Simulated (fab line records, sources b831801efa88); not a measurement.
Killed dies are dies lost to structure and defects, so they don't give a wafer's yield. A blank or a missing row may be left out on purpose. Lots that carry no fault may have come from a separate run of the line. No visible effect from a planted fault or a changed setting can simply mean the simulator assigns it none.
Tool commonality check    flow gf180mcu    12 lots, 36 wafers sampled

== THE REASON FOR OPENING IT ==
GF_CONTACT_THK_MEAS_01, reading CONTACT_CVD_00_THK: flagged on 2 of 12 lots. Fault-free wafers read 302 nm, with a standard deviation of 4.7.
Rule: a lot gets a flag if all its wafers with a number sit over 4 standard deviations from that mean, or if no wafer of it has a number. As for the other lots, they are considered sound.

lot   measured      on            CONTACT_CVD_00_THK (nm), wafer by wafer  flag
L803  day 15 03:25  filmMetro-02  303 305 306                              
L804  day 15 14:10  filmMetro-01  305 313 304                              
L805  day 15 20:20  filmMetro-01  301 296 298                              
L806  day 16 03:56  filmMetro-02  307 301 304                              
L807  day 16 09:48  filmMetro-01  303 300 307                              
L808  day 17 04:17  filmMetro-02  303 301 302                              
L809  day 17 04:35  filmMetro-02  307 309 305                              
L816  day 19 22:23  filmMetro-01  448 445 459                              FLAGGED
L817  day 20 09:25  filmMetro-02  457 454 448                              FLAGGED
L825  day 23 01:22  filmMetro-02  305 307 300                              
L824  day 23 01:53  filmMetro-01  301 303 299                              
L826  day 23 06:42  filmMetro-04  304 299 301                              
Average over the flagged lots: 452 nm; offset from the usual +150 nm, equal to +32 standard deviations.

== LOT BY LOT: THE TOOL USED ==
The record holds 1 process step before the reading, out of a route of 602 steps. Each cell gives the tool, then ch followed by the chambers the sampled wafers passed through, then the start.
lot   flag     GF_CONTACT_CVD_00
L803           hdpcvd-01 ch 0,1,2, day 15 03:22
L804           hdpcvd-01 ch 0,2, day 15 14:07
L805           hdpcvd-02 ch 0,2, day 15 20:17
L806           hdpcvd-01 ch 0,1, day 16 03:52
L807           hdpcvd-01 ch 0,1, day 16 09:44
L808           hdpcvd-01 ch 0,1, day 17 04:14
L809           hdpcvd-01 ch 1,2, day 17 04:32
L816  FLAGGED  hdpcvd-02 ch 0,1, day 19 22:20
L817  FLAGGED  hdpcvd-02 ch 0,1,2, day 20 09:22
L825           hdpcvd-01 ch 1,2, day 23 01:19
L824           hdpcvd-02 ch 1,2, day 23 01:49
L826           hdpcvd-01 ch 0,2, day 23 06:38
These steps, and what they do:
- GF_CONTACT_CVD_00: deposits SiO2, target thk 300 nm, time 50 s.
- GF_CONTACT_THK_MEAS_01

== FLAGGED OVER TOTAL, TOOL BY TOOL (the gauges that took the reading come last) ==
step                    tool          lots run  flagged  share of the flagged lots  sound lots run after its first flagged lot
GF_CONTACT_CVD_00       hdpcvd-01     8         0        none                       -
GF_CONTACT_CVD_00       hdpcvd-02     4         2        all                        1 (L824)
GF_CONTACT_THK_MEAS_01  filmMetro-01  5         1        some                       1 (L824)
GF_CONTACT_THK_MEAS_01  filmMetro-02  6         1        some                       1 (L825)
GF_CONTACT_THK_MEAS_01  filmMetro-04  1         0        none                       -

== WHAT IS ALLOWED BY THE TABLE ==
All flagged lots share 1 row of the table, namely hdpcvd-02 at GF_CONTACT_CVD_00.
- hdpcvd-02 at GF_CONTACT_CVD_00 ran 4 lots, 2 of them flagged. After the first flagged lot (L824), sound lots still ran on it; a lasting fault on the whole tool would not permit that. Its own readings lie more than 4 standard deviations out on every wafer of the flagged lots: sih4FlowSccm.
No row of the table ran every flagged lot and no sound lot after the first.

== WHAT WAS PUT IN BY THE SIMULATOR ==
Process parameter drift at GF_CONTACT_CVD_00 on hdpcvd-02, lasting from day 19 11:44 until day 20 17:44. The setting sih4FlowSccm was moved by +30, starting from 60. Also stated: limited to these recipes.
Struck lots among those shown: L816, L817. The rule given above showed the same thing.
